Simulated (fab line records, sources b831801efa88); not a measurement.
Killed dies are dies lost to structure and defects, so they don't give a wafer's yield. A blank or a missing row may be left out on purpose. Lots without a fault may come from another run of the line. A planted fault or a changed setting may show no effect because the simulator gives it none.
Chamber matching | flow gf180mcu | GF_SALICIDE_CLEAN_00 on wet_bench-03: 3 sister chambers
The step cleans in SC1/SC2, time 150 s. 16 wafers are shown with their chamber, then 8 later ones without.

WAFERS WITH THEIR CHAMBER
wafer  | chamber | temp_c (C)
L624.2 | 0       | 69.79
L624.3 | 0       | 69.86
L624.5 | 0       | 69.90
L631.1 | 1       | 70.20
L631.3 | 1       | 70.24
L631.5 | 1       | 70.31
L632.1 | 1       | 69.96
L632.2 | 1       | 69.95
L632.3 | 1       | 69.99
L639.3 | 2       | 69.78
L639.5 | 2       | 69.61
L639.6 | 2       | 69.88
L641.1 | 0       | 70.11
L641.2 | 0       | 70.09
L641.5 | 0       | 70.05
L642.3 | 1       | 70.00

SIGNATURES (means of the wafers above)
reading | chamber 0 | chamber 1 | chamber 2 | scatter within a chamber
temp_c  | 69.9667   | 70.0929   | 69.7567   | 0.143
Rule: a wafer's distance from a chamber is the root of the sum, over the readings, of the square of ((its reading less the chamber's mean) divided by the reading's scatter). The wafer belongs to the nearest chamber; if the next one is less than 2 further off, it can't be placed. The scatter: the root of (the sum of the squares of (reading less its chamber's mean) over the shown wafers, divided by (wafers less chambers)).

WAFERS WITHOUT THEIR CHAMBER
wafer  | temp_c (C)
L642.4 | 70.00
L642.6 | 70.06
L645.3 | 70.11
L645.5 | 69.92
L645.6 | 70.14
L646.2 | 70.07
L646.3 | 69.77
L646.5 | 69.85

WHICH CHAMBER EACH WENT THROUGH
wafer  | from the rows above          | in truth
L642.4 | can't be placed: 0 or 1 or 2 | 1
L642.6 | can't be placed: 1 or 0 or 2 | 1
L645.3 | can't be placed: 1 or 0      | 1
L645.5 | can't be placed: 0 or 2 or 1 | 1
L645.6 | can't be placed: 1 or 0      | 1
L646.2 | can't be placed: 1 or 0      | 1
L646.3 | can't be placed: 2 or 0      | 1
L646.5 | can't be placed: 2 or 0 or 1 | 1
Placed correctly: 0 of 8. Can't be placed from these rows: 8 (the true chamber is among the candidates in 7). Placed wrongly: 0.
